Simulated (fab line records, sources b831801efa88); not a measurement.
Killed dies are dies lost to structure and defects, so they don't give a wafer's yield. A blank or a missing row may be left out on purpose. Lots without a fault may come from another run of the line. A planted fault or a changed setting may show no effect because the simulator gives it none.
Which tool did it? | flow sky130 | 15 lots, 45 wafers sampled, at 2 steps of a route of 708

WHAT THE GAUGES READ, wafer by wafer
The record holds no reading of a measuring or inspecting step that can be judged against a usual standard deviation.

WHICH TOOL RAN EACH LOT (tool, then ch and the chambers of the sampled wafers, then the start)
lot  | SKY_METAL4_SPUTTER_02        | SKY_PAD_OPEN_PROBE_99
L260 | pvd_sputter-01, day 39 18:21 | prober-02, day 45 21:34
L261 | pvd_sputter-02, day 40 02:37 | -
L262 | pvd_sputter-01, day 40 12:33 | -
L263 | pvd_sputter-02, day 41 00:53 | -
L264 | pvd_sputter-02, day 41 08:00 | -
L266 | pvd_sputter-01, day 41 16:08 | -
L265 | pvd_sputter-02, day 41 17:53 | prober-02, day 47 12:31
L267 | pvd_sputter-04, day 42 00:25 | prober-01, day 47 17:42
L269 | pvd_sputter-01, day 42 12:21 | prober-02, day 48 05:01
L275 | pvd_sputter-01, day 44 16:11 | -
L276 | pvd_sputter-02, day 44 20:28 | prober-02, day 49 21:37
L277 | pvd_sputter-01, day 44 20:32 | prober-01, day 49 22:36
L279 | pvd_sputter-02, day 45 14:39 | prober-01, day 50 11:10
L280 | pvd_sputter-04, day 45 15:12 | prober-02, day 50 12:49
L281 | pvd_sputter-02, day 45 21:54 | -
- SKY_METAL4_SPUTTER_02: material AlCu, target thk 735 nm, time 39.1 s.
- SKY_PAD_OPEN_PROBE_99

WHAT THE TOOLS THEMSELVES READ (means of the sampled wafers that have a number; where no wafer has one, the mark that the record gives instead)
SKY_METAL4_SPUTTER_02.
lot  | tool           | cathode_dc_power_W (W) | chamber_pressure_pa (Pa) | throttle_valve_pct (%)
L260 | pvd_sputter-01 | 10601                  | 0.4001                   | 29.9
L261 | pvd_sputter-02 | 10599                  | 0.3998                   | 30.6
L262 | pvd_sputter-01 | 10601                  | 0.3999                   | 29.9
L263 | pvd_sputter-02 | 10598                  | 0.4000                   | 30.5
L264 | pvd_sputter-02 | 10599                  | 0.4007                   | 30.6
L266 | pvd_sputter-01 | 10601                  | 0.4002                   | 30.2
L265 | pvd_sputter-02 | -                      | -                        | -
L267 | pvd_sputter-04 | -                      | -                        | -
L269 | pvd_sputter-01 | -                      | -                        | -
L275 | pvd_sputter-01 | 10601                  | 0.3992                   | 29.9
L276 | pvd_sputter-02 | 10600                  | 0.3994                   | 30.2
L277 | pvd_sputter-01 | 10600                  | 0.3998                   | 30.0
L279 | pvd_sputter-02 | 10600                  | 0.3999                   | 30.1
L280 | pvd_sputter-04 | 10599                  | 0.4005                   | 30.7
L281 | pvd_sputter-02 | 10599                  | 0.4006                   | 30.7

SKY_PAD_OPEN_PROBE_99.
lot  | tool      | defect_limited_yield (%) | killed_at_M0_to_M3 | killed_at_M4_up | killed_at_contacts | killed_at_front_end | killed_at_other | killed_dies | killed_on_rim | killed_open | killed_short | sort_bin_3_pad_short (%) | sort_bin_5_function (%) | sort_bin_6_memory (%) | sort_n_pass | sort_yield_pct (%)
L260 | prober-02 | 83.4                     | 40                 | 2.3             | 23                 | 16                  | 0.0             | 82          | 15            | 46          | 36           | 0.8                      | 10.5                    | 5.3                   | 410         | 83.4
L265 | prober-02 | 0.0                      | 41                 | 403.7           | 31                 | 16                  | 0.0             | 492         | 96            | 50          | 43           | 1.3                      | 93.1                    | 5.6                   | 0           | 0.0
L267 | prober-01 | 0.0                      | 38                 | 416.3           | 25                 | 13                  | 0.0             | 492         | 96            | 45          | 34           | 0.9                      | 94.0                    | 5.1                   | 0           | 0.0
L269 | prober-02 | 0.0                      | 45                 | 408.0           | 25                 | 13                  | 0.7             | 492         | 96            | 47          | 41           | 0.9                      | 92.2                    | 7.0                   | 0           | 0.0
L276 | prober-02 | 83.0                     | 45                 | 3.0             | 21                 | 14                  | 0.3             | 84          | 15            | 46          | 38           | 0.9                      | 10.4                    | 5.7                   | 408         | 83.0
L277 | prober-01 | 83.4                     | 41                 | 2.3             | 25                 | 13                  | 0.7             | 82          | 17            | 44          | 37           | 0.7                      | 10.2                    | 5.7                   | 410         | 83.4
L279 | prober-01 | 82.7                     | 39                 | 3.7             | 25                 | 17                  | 0.0             | 85          | 15            | 49          | 36           | 0.5                      | 10.1                    | 6.7                   | 407         | 82.7
L280 | prober-02 | 83.4                     | 43                 | 2.3             | 18                 | 18                  | 0.3             | 82          | 18            | 44          | 38           | 0.3                      | 10.6                    | 5.8                   | 410         | 83.4

THE ANSWER, worked out from the rows above alone
Rule: what is usual is taken from the lots themselves. Put in order of their means at a reading, lots are off if they are a third of the lots or fewer, leave a main group of 4 or more, and stand apart from it by a gap of 3 or more times the standard deviation of the main group's means; of several such gaps the widest counts. A main group whose means are all the same, to the digits that the tables above print for the reading, isn't used. A lot without any number at a reading at which 4 lots or more have one is off too. The other lots that the step has rows for count as sound. The gauges are gone through in route order, then the tools' own readings, and for those a lot's mean is taken as printed above. The first step at which some lot is off is used, and at that step the reading that is off furthest; a lot without a number counts as furthest.
Off: L265, L267, L269, at SKY_METAL4_SPUTTER_02 (cathode_dc_power_W). Without a number there: L265, L267, L269. The main group: mean 10600 W, standard deviation 0.99.
A tool fits if, at that step or a process step before it, it ran every lot that is off, and no sound lot after the first of them. None of those tried fits.

WHAT THE SIMULATOR HAD PUT IN
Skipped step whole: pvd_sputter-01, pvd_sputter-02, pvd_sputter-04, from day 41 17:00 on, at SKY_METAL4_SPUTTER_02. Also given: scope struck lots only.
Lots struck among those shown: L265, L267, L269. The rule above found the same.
